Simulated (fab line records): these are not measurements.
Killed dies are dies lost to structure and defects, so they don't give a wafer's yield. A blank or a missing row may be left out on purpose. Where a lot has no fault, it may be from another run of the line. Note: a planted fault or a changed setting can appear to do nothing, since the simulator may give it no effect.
What tool caused it?	flow gf180mcu	39 wafers from 13 lots sampled at 4 of the route's 602 steps

WHAT THE GAUGES READ, wafer by wafer
GF_POLY_GATE_CD_MEAS_10 targets a cd of 280 nm. Usual: cd_nm at 279.7 nm, with a standard deviation of 1.4.
lot	measured	on	cd_nm (nm)	flag
L390	day 9 11:34	cd_sem-02	281.3 280.7 281.3	
L392	day 10 07:00	cd_sem-02	281.8 281.7 280.9	
L393	day 10 13:04	cd_sem-01	279.4 279.9 280.2	
L395	day 10 23:05	cd_sem-01	277.8 278.4 278.3	
L397	day 11 11:45	cd_sem-02	280.5 281.4 281.1	
L398	day 11 19:45	cd_sem-02	279.0 279.6 279.8	
L399	day 12 03:17	cd_sem-02	279.9 281.0 280.8	
L401	day 12 18:20	cd_sem-02	280.7 280.3 280.1	
L403	day 13 06:37	cd_sem-02	281.4 281.3 280.3	
L405	day 14 00:07	cd_sem-02	281.6 280.7 280.6	
L406	day 14 05:07	cd_sem-02	280.1 279.5 279.6	
L407	day 14 13:32	cd_sem-01	280.9 281.8 281.4	
L410	day 15 08:35	cd_sem-02	279.2 279.2 278.3	

GF_HV_LDD_CD_MEAS_31 targets a cd of 400 nm. Usual: cd_nm at 400.6 nm, with a standard deviation of 2.
lot	measured	on	cd_nm (nm)	flag
L390	day 11 22:10	cd_sem-02	401.9 402.7 401.9	
L392	day 12 19:25	cd_sem-02	402.2 399.8 400.8	
L393	day 13 00:52	cd_sem-01	403.3 401.7 401.5	
L395	day 13 12:11	cd_sem-02	401.6 402.0 402.4	
L397	day 14 04:10	cd_sem-02	401.1 402.0 397.9	
L398	day 14 12:22	cd_sem-01	401.9 401.6 401.2	
L399	day 14 20:14	cd_sem-01	397.9 397.5 398.9	
L401	day 15 13:27	cd_sem-01	397.8 400.9 400.5	
L403	day 16 02:37	cd_sem-02	400.4 399.7 399.7	
L405	day 16 22:52	cd_sem-01	396.7 397.1 397.4	
L406	day 17 03:10	cd_sem-01	400.4 402.1 401.4	
L407	day 17 14:05	cd_sem-02	400.5 401.6 403.1	
L410	day 18 07:50	cd_sem-02	405.0 402.2 402.9	

TOOL THAT RAN EACH LOT (tool first, then ch and the chambers of the sampled wafers, then the start)
lot	GF_STI_ETCH_14	GF_STI_STRIP_15
L390	rie_si-01 ch 0,2,3, day 2 02:03	plasma_asher-04 ch 0,1, day 2 02:07
L392	rie_si-02 ch 0,1,2, day 2 12:17	plasma_asher-02 ch 0,1, day 2 12:23
L393	rie_si-02 ch 1,2,3, day 2 16:17	plasma_asher-02 ch 0,1, day 2 16:22
L395	rie_si-02 ch 0,2,3, day 3 03:27	plasma_asher-01 ch 0, day 3 03:31
L397	rie_si-01 ch 0,1,3, day 3 13:21	plasma_asher-02 ch 0,1, day 3 13:25
L398	rie_si-01 ch 0,2,3, day 3 20:18	plasma_asher-01 ch 0,1, day 3 20:22
L399	rie_si-01 ch 1,2,3, day 4 00:41	plasma_asher-01 ch 0,1, day 4 00:46
L401	rie_si-01 ch 0,1, day 4 11:06	plasma_asher-04 ch 0,1, day 4 11:12
L403	rie_si-01 ch 0,1,3, day 4 21:02	plasma_asher-01 ch 1, day 4 21:07
L405	rie_si-01 ch 2,3, day 5 07:14	plasma_asher-04 ch 0,1, day 5 07:19
L406	rie_si-01 ch 1,2, day 5 12:24	plasma_asher-01 ch 0,1, day 5 12:28
L407	rie_si-01 ch 1,2, day 5 17:41	plasma_asher-04 ch 1, day 5 17:46
L410	rie_si-02 ch 1,2, day 6 08:56	plasma_asher-01 ch 0,1, day 6 09:01
- GF_STI_ETCH_14: etches Si in HBr/Cl2/O2, target depth 360 nm, time 102.9 s.
- GF_STI_STRIP_15: strips in O2/N2.

WHAT THE TOOLS THEMSELVES READ (means of the sampled wafers that have a number; where no wafer has one, the mark that the record gives instead)
GF_STI_ETCH_14. Usual: drypump_motor_current_A 5.7 A, standard deviation 0.39; mfc_cl2_sccm 40.02 sccm, standard deviation 0.13; oes_product_au 0.999 a.u., standard deviation 0.0071; throttle_valve_pct 25.657 %, standard deviation 0.01.
lot	tool	drypump_motor_current_A (A)	mfc_cl2_sccm (sccm)	oes_product_au (a.u.)	throttle_valve_pct (%)	flag
L390	rie_si-01	5.5	40.01	0.995	25.659	
L392	rie_si-02	5.8	39.99	1.002	25.659	
L393	rie_si-02	5.7	40.02	1.003	25.653	
L395	rie_si-02	6.1	40.06	1.003	25.645	
L397	rie_si-01	5.7	40.04	0.996	25.648	
L398	rie_si-01	5.5	40.06	1.000	25.647	
L399	rie_si-01	5.6	39.98	1.005	25.662	
L401	rie_si-01	5.8	39.94	1.000	25.657	
L403	rie_si-01	5.7	39.94	0.991	25.670	
L405	rie_si-01	5.4	40.06	0.952	25.691	OFF
L406	rie_si-01	5.9	39.98	0.913	25.722	OFF
L407	rie_si-01	5.9	40.08	0.964	25.677	OFF
L410	rie_si-02	5.4	40.10	1.002	25.660	

GF_STI_STRIP_15. Usual: drypump_motor_current_A 5.8 A, standard deviation 0.51; heater_power_w 343 W, standard deviation 54; oes_product_au 0.383 a.u., standard deviation 0.0049; strip_time_to_endpoint_s 3.72 s, standard deviation 0.038.
lot	tool	drypump_motor_current_A (A)	heater_power_w (W)	oes_product_au (a.u.)	strip_time_to_endpoint_s (s)	flag
L390	plasma_asher-04	5.9	298	0.379	3.70	
L392	plasma_asher-02	6.2	363	0.382	3.66	
L393	plasma_asher-02	6.2	361	0.383	3.74	
L395	plasma_asher-01	4.9	297	0.380	3.69	
L397	plasma_asher-02	6.2	361	0.383	3.76	
L398	plasma_asher-01	5.2	333	0.388	3.75	
L399	plasma_asher-01	5.2	336	0.383	3.71	
L401	plasma_asher-04	5.7	326	0.385	3.70	
L403	plasma_asher-01	5.8	426	0.383	3.77	
L405	plasma_asher-04	5.8	321	0.384	3.82	
L406	plasma_asher-01	5.5	384	0.388	3.87	OFF
L407	plasma_asher-04	6.1	273	0.388	3.76	
L410	plasma_asher-01	5.2	335	0.380	3.70	

THE ANSWER, worked out from the rows above alone
Rule: take the mean of a lot's wafers that have a number; if it is more than 3 standard deviations from the usual mean, the lot is off. A lot without any number at a reading at which 4 lots or more have one is off too. All remaining lots with rows at the step are treated as sound. First the gauges in route order, then the tools' own readings, where a lot's mean is used as printed above. The first step at which some lot is off is used, and at that step the reading that is off furthest; a lot without a number counts as furthest.
Off: L405, L406, L407 (GF_STI_ETCH_14, oes_product_au).
A tool fits if, at that step or a process step before it, it ran every lot that is off, and no sound lot after the first of them. One candidate fits, namely rie_si-01 at GF_STI_ETCH_14. Its last sound lot is L403 (day 4 21:02), its first lot that is off L405 (day 5 07:14): a fault that began between those two fits.
The tool's own readings at GF_STI_ETCH_14 bear it out: on the lots that are off they differ by more than 5 times the standard deviation of the sound lots' means. oes_product_au reads 0.943 a.u. there against 1.000 a.u. on the sound lots; throttle_valve_pct reads 25.697 % there against 25.656 % on the sound lots.

WHAT THE SIMULATOR HAD INSERTED
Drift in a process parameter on rie_si-01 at GF_STI_ETCH_14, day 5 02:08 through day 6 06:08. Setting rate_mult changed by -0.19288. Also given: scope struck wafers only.
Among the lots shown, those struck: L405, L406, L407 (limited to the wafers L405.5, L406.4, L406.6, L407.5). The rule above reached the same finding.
